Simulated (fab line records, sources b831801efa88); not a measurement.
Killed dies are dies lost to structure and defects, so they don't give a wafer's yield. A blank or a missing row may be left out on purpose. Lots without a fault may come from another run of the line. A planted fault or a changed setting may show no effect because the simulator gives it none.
Which tool did it? | flow sky130 | 9 lots, 27 wafers sampled, at 6 steps of a route of 708

WHAT THE GAUGES READ, wafer by wafer
SKY_CAPM_THK_MEAS_01. Usual: CAPM_CVD_00_THK 15.51 nm, standard deviation 0.26.
lot  | measured     | on            | CAPM_CVD_00_THK (nm) | flag
L393 | day 36 16:23 | film_metro-01 | 15.09 15.97 15.36    |
L394 | day 36 21:08 | film_metro-02 | 15.50 15.55 15.53    |
L398 | day 38 08:41 | film_metro-01 | 15.54 15.83 16.09    |
L402 | day 40 04:34 | film_metro-02 | 15.80 15.81 15.64    |
L404 | day 40 07:05 | film_metro-01 | 15.41 15.47 15.86    |
L410 | day 42 00:44 | film_metro-02 | 15.71 15.57 15.70    |
L411 | day 42 04:37 | film_metro-04 | 15.08 15.57 15.49    |
L413 | day 42 12:37 | film_metro-04 | 15.47 15.34 15.51    |
L412 | day 42 14:32 | film_metro-01 | 15.01 15.49 15.59    |

SKY_CAPM_RS_MEAS_03: measures by four-point-probe. Usual: CAPM_TIN_RS 6.90 ohm/sq, standard deviation 0.073.
lot  | measured     | on            | CAPM_TIN_RS (ohm/sq)          | flag
L393 | day 36 16:35 | film_metro-02 | 6.94 7.02 6.94                |
L394 | day 36 21:18 | film_metro-04 | 6.83 6.88 6.92                |
L398 | day 38 08:52 | film_metro-04 | 6.95 6.95 6.97                |
L402 | day 40 04:44 | film_metro-01 | 6.99 6.95 6.93                |
L404 | day 40 07:15 | film_metro-02 | 6.88 6.85 6.82                |
L410 | day 42 00:56 | film_metro-01 | 7.42 7.42 7.46 7.41 7.44 7.44 | OFF
L411 | day 42 04:47 | film_metro-02 | 7.36 7.42 7.40 7.36 7.42 7.38 | OFF
L413 | day 42 12:47 | film_metro-04 | 6.89 6.99 6.93                |
L412 | day 42 14:43 | film_metro-02 | 6.84 6.82 6.81                |

SKY_CAPM_THK_MEAS_04: measures by xrf. Usual: CAPM_TIN_THK 199.4 nm, standard deviation 2.5.
lot  | measured     | on            | CAPM_TIN_THK (nm)                   | flag
L393 | day 36 16:41 | film_metro-02 | 197.7 197.2 198.8                   |
L394 | day 36 21:25 | film_metro-04 | 200.6 198.4 197.8                   |
L398 | day 38 08:59 | film_metro-04 | 197.9 198.2 198.5                   |
L402 | day 40 04:51 | film_metro-01 | 196.5 198.1 198.7                   |
L404 | day 40 07:22 | film_metro-02 | 200.0 201.0 201.8                   |
L410 | day 42 04:32 | film_metro-01 | 185.5 185.9 184.0 182.9 184.2 184.6 | OFF
L411 | day 42 06:25 | film_metro-02 | 188.1 187.7 186.8 188.0 186.4 186.7 | OFF
L413 | day 42 12:54 | film_metro-04 | 200.6 197.1 198.2                   |
L412 | day 42 14:49 | film_metro-02 | 201.4 202.7 203.1                   |

WHICH TOOL RAN EACH LOT (tool, then ch and the chambers of the sampled wafers, then the start)
lot  | SKY_METAL3_SPUTTER_01        | SKY_METAL3_SPUTTER_04        | SKY_CAPM_SPUTTER_02
L393 | pvd_sputter-02, day 36 16:13 | pvd_sputter-02, day 36 16:18 | pvd_sputter-03, day 36 16:26
L394 | pvd_sputter-02, day 36 20:58 | pvd_sputter-02, day 36 21:04 | pvd_sputter-04, day 36 21:11
L398 | pvd_sputter-03, day 38 08:32 | pvd_sputter-03, day 38 08:37 | pvd_sputter-04, day 38 08:45
L402 | pvd_sputter-03, day 40 04:23 | pvd_sputter-03, day 40 04:29 | pvd_sputter-02, day 40 04:37
L404 | pvd_sputter-02, day 40 06:55 | pvd_sputter-02, day 40 07:01 | pvd_sputter-04, day 40 07:08
L410 | pvd_sputter-01, day 42 00:34 | pvd_sputter-01, day 42 00:38 | pvd_sputter-04, day 42 00:46
L411 | pvd_sputter-01, day 42 04:26 | pvd_sputter-01, day 42 04:31 | pvd_sputter-04, day 42 04:40
L413 | pvd_sputter-01, day 42 12:28 | pvd_sputter-01, day 42 12:32 | pvd_sputter-03, day 42 12:40
L412 | pvd_sputter-01, day 42 14:22 | pvd_sputter-01, day 42 14:26 | pvd_sputter-02, day 42 14:34
- SKY_METAL3_SPUTTER_01: material TiN, target thk 20 nm, time 16.7 s.
- SKY_METAL3_SPUTTER_04: material TiN, target thk 70 nm, time 58.3 s.
- SKY_CAPM_SPUTTER_02: material TiN, target thk 200 nm, time 166.7 s.

WHAT THE TOOLS THEMSELVES READ (means of the sampled wafers that have a number; where no wafer has one, the mark that the record gives instead)
SKY_METAL3_SPUTTER_01. Usual: chamber_pressure_pa 0.4000 Pa, standard deviation 0.00085; throttle_valve_pct 29.6 %, standard deviation 1.1.
lot  | tool           | chamber_pressure_pa (Pa) | throttle_valve_pct (%) | flag
L393 | pvd_sputter-02 | 0.4003                   | 31.0                   |
L394 | pvd_sputter-02 | 0.3996                   | 31.1                   |
L398 | pvd_sputter-03 | 0.3996                   | 29.2                   |
L402 | pvd_sputter-03 | 0.4008                   | 30.0                   |
L404 | pvd_sputter-02 | 0.4009                   | 30.0                   |
L410 | pvd_sputter-01 | 0.4002                   | 28.7                   |
L411 | pvd_sputter-01 | 0.4000                   | 28.6                   |
L413 | pvd_sputter-01 | 0.3995                   | 29.0                   |
L412 | pvd_sputter-01 | 0.4007                   | 28.9                   |

SKY_METAL3_SPUTTER_04. Usual: chamber_pressure_pa 0.4000 Pa, standard deviation 0.00079; throttle_valve_pct 29.6 %, standard deviation 1.1.
lot  | tool           | chamber_pressure_pa (Pa) | throttle_valve_pct (%) | flag
L393 | pvd_sputter-02 | 0.4002                   | 30.9                   |
L394 | pvd_sputter-02 | 0.4000                   | 31.0                   |
L398 | pvd_sputter-03 | 0.3997                   | 29.2                   |
L402 | pvd_sputter-03 | 0.3995                   | 30.0                   |
L404 | pvd_sputter-02 | 0.4011                   | 30.0                   |
L410 | pvd_sputter-01 | 0.3997                   | 28.7                   |
L411 | pvd_sputter-01 | 0.3997                   | 28.6                   |
L413 | pvd_sputter-01 | 0.3998                   | 29.1                   |
L412 | pvd_sputter-01 | 0.4002                   | 28.9                   |

SKY_CAPM_SPUTTER_02. Usual: chamber_pressure_pa 0.3999 Pa, standard deviation 0.00076; substrate_temp_c 300.02 C, standard deviation 0.21; throttle_valve_pct 30.2 %, standard deviation 0.9.
lot  | tool           | chamber_pressure_pa (Pa) | substrate_temp_c (C) | throttle_valve_pct (%) | flag
L393 | pvd_sputter-03 | 0.3994                   | 300.13               | 29.6                   |
L394 | pvd_sputter-04 | 0.3999                   | 299.95               | 30.3                   |
L398 | pvd_sputter-04 | 0.3995                   | 299.93               | 30.1                   |
L402 | pvd_sputter-02 | 0.4002                   | 300.15               | 29.8                   |
L404 | pvd_sputter-04 | 0.4000                   | 300.22               | 30.5                   |
L410 | pvd_sputter-04 | 0.4000                   | 299.85               | 30.5                   |
L411 | pvd_sputter-04 | 0.4006                   | 300.25               | 30.6                   |
L413 | pvd_sputter-03 | 0.3998                   | 300.01               | 29.6                   |
L412 | pvd_sputter-02 | 0.4000                   | 300.22               | 30.3                   |

THE ANSWER, worked out from the rows above alone
Rule: a lot is off if the mean of its wafers that have a number lies more than 3 standard deviations from the usual mean. A lot without any number at a reading at which 4 lots or more have one is off too. The other lots that the step has rows for count as sound. The gauges are gone through in route order, then the tools' own readings, and for those a lot's mean is taken as printed above. The first step at which some lot is off is used, and at that step the reading that is off furthest; a lot without a number counts as furthest.
Off: L410, L411, at SKY_CAPM_RS_MEAS_03 (CAPM_TIN_RS).
A tool fits if, at a process step before that reading, it ran every lot that is off, and no sound lot after the first of them. The gauges at SKY_CAPM_RS_MEAS_03 are tried like those tools. One fits: pvd_sputter-04 at SKY_CAPM_SPUTTER_02. Its last sound lot is L404 (day 40 07:08), its first lot that is off L410 (day 42 00:46): a fault that began between those two fits.

WHAT THE SIMULATOR HAD PUT IN
Process parameter drift: pvd_sputter-04, from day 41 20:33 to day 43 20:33, at SKY_CAPM_SPUTTER_02. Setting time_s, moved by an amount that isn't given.
Lots struck among those shown: L410, L411. The rule above found the same.
